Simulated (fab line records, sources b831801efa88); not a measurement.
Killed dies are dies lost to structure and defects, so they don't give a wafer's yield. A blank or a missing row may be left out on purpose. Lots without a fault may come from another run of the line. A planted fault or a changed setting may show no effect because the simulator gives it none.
A struck lot beside a sound one | flow gf180mcu | 37 steps out of a route of 602
Sound: wafers L396.2, L396.5, L396.6. Struck: wafers L397.1, L397.2, L397.3. The cause comes at the end.
At each step with rows: each side's tool, then ch and its chambers, then its first start. Under that, the readings that differ: sound wafers | struck wafers | difference of the means | sigmas: that difference in standard deviations of wafers without a fault.
alike: readings whose means differ by less than 2 such deviations, and words and numbers that are the same on both sides. not compared: withheld readings, readings that some wafer has no value for, bounds like >300 that may hide the same value, and numbers for which the record gives no deviation and whose values overlap.
The two part at a step that has a row with sigmas, a row that says differs or no value, or rows on one side only. Numbers that don't overlap but have no deviation are shown without sigmas and don't part them. A reading that every wafer of one side lacks parts them only if that side has two wafers or more.

first, 3 steps without rows for these wafers: GF_HV_LDD_EXPOSE_16 (exposes mask Pplus LV AREA, target cd 400 nm); GF_HV_LDD_PEB_17; GF_HV_LDD_DEVELOP_18 (develop time 60 s).
GF_HV_LDD_CD_MEAS_19: target cd 400 nm.
  sound on cd_sem-02, day 13 06:04; struck on cd_sem-01, day 13 17:29
  alike: cd_nm
GF_HV_LDD_OVL_MEAS_20:
  sound on overlay-02, day 13 06:11; struck on overlay-01, day 13 17:37
  alike: HV_LDD_01_OVL
then, 1 step without rows for these wafers: GF_HV_LDD_IMPLANT_21.
GF_HV_LDD_STRIP_22: strips in O2/N2.
  sound on plasma_asher-02 ch 0,1, day 13 06:22; struck on plasma_asher-01 ch 0,1, day 13 17:48
  alike: drypump_motor_current_A, heater_power_w, n2_flow_sccm, oes_product_au, strip_time_to_endpoint_s
  not compared: rf_hours_counter_h
GF_HV_LDD_TW_MEAS_23:
  sound on film_metro-02, day 13 06:28; struck on film_metro-02, day 13 17:54
  alike: HV_LDD_2_TW
then, 4 steps without rows for these wafers: GF_HV_LDD_DEHYDRATE_24 (time 60 s); GF_HV_LDD_HMDS_25 (prime time 60 s); GF_HV_LDD_COAT_26 (resist thk 1000 nm); GF_HV_LDD_SOFTBAKE_27 (time 60 s).
GF_HV_LDD_EXPOSE_28: exposes mask Nplus HV AREA, target cd 400 nm.
  sound on iline_stepper-02 ch 0, day 13 16:55; struck on iline_stepper-01 ch 0, day 14 04:23
  reading | sound                                           | struck                                          | difference | sigmas
  mask    | Nplus_HV_AREA#0 Nplus_HV_AREA#0 Nplus_HV_AREA#0 | Pplus_HV_AREA#0 Pplus_HV_AREA#0 Pplus_HV_AREA#0 | differs    |
then, 2 steps without rows for these wafers: GF_HV_LDD_PEB_29; GF_HV_LDD_DEVELOP_30 (develop time 60 s).
GF_HV_LDD_CD_MEAS_31: target cd 400 nm.
  sound on cd_sem-02, day 14 03:04; struck on cd_sem-01, day 14 14:09
  reading    | sound             | struck | difference                    | sigmas
  cd_nm (nm) | 397.2 399.1 399.5 | - - -  | no value on the struck wafers |
GF_HV_LDD_OVL_MEAS_32:
  sound on overlay-01, day 14 03:11; struck on overlay-02, day 14 14:16
  reading            | sound        | struck | difference                    | sigmas
  HV_LDD_02_OVL (nm) | -0.6 0.8 1.3 | - - -  | no value on the struck wafers |
then, 4 steps without rows for these wafers: GF_HV_LDD_IMPLANT_33; GF_HV_LDD_IMPLANT_34; GF_HV_LDD_IMPLANT_35; GF_HV_LDD_IMPLANT_36.
GF_HV_LDD_STRIP_37: strips in O2/N2.
  sound on plasma_asher-03 ch 0,1, day 14 03:49; struck on plasma_asher-02 ch 0,1, day 14 14:55
  alike: drypump_motor_current_A, heater_power_w, n2_flow_sccm, oes_product_au, strip_time_to_endpoint_s
  not compared: rf_hours_counter_h
GF_HV_LDD_TW_MEAS_38:
  sound on film_metro-02, day 14 03:55; struck on film_metro-02, day 14 15:01
  reading     | sound          | struck   | difference | sigmas
  HV_LDD_3_TW | 1428 1430 1437 | 30 30 30 | -1402      | -99 or more
then, 7 steps without rows for these wafers: GF_HV_LDD_DEHYDRATE_39 (time 60 s); GF_HV_LDD_HMDS_40 (prime time 60 s); GF_HV_LDD_COAT_41 (resist thk 1000 nm); GF_HV_LDD_SOFTBAKE_42 (time 60 s); GF_HV_LDD_EXPOSE_43 (exposes mask Pplus HV AREA, target cd 400 nm); GF_HV_LDD_PEB_44; GF_HV_LDD_DEVELOP_45 (develop time 57.88 s).
GF_HV_LDD_CD_MEAS_46: target cd 400 nm.
  sound on cd_sem-01, day 15 00:28; struck on cd_sem-01, day 15 12:16
  alike: cd_nm
GF_HV_LDD_OVL_MEAS_47:
  sound on overlay-01, day 15 00:35; struck on overlay-02, day 15 12:23
  alike: HV_LDD_03_OVL
then, 1 step without rows for these wafers: GF_HV_LDD_IMPLANT_48.
GF_HV_LDD_STRIP_49: strips in O2/N2.
  sound on plasma_asher-01 ch 0,1, day 15 00:46; struck on plasma_asher-02 ch 0,1, day 15 12:35
  alike: drypump_motor_current_A, heater_power_w, n2_flow_sccm, oes_product_au, strip_time_to_endpoint_s
  not compared: rf_hours_counter_h
GF_HV_LDD_TW_MEAS_50:
  sound on film_metro-01, day 15 00:52; struck on film_metro-03, day 15 12:41
  reading     | sound       | struck         | difference | sigmas
  HV_LDD_4_TW | 578 578 578 | 1465 1454 1448 | +878       | +99 or more
then, 2 steps without rows for these wafers: GF_HV_LDD_CLEAN_51 (cleans in SC1/SC2, time 150 s); GF_PASSIVATION_PROBE_99.

WHERE THEY PART
First at GF_HV_LDD_EXPOSE_28; last, within this record, at GF_HV_LDD_TW_MEAS_50.

WHY: what the simulator had put in
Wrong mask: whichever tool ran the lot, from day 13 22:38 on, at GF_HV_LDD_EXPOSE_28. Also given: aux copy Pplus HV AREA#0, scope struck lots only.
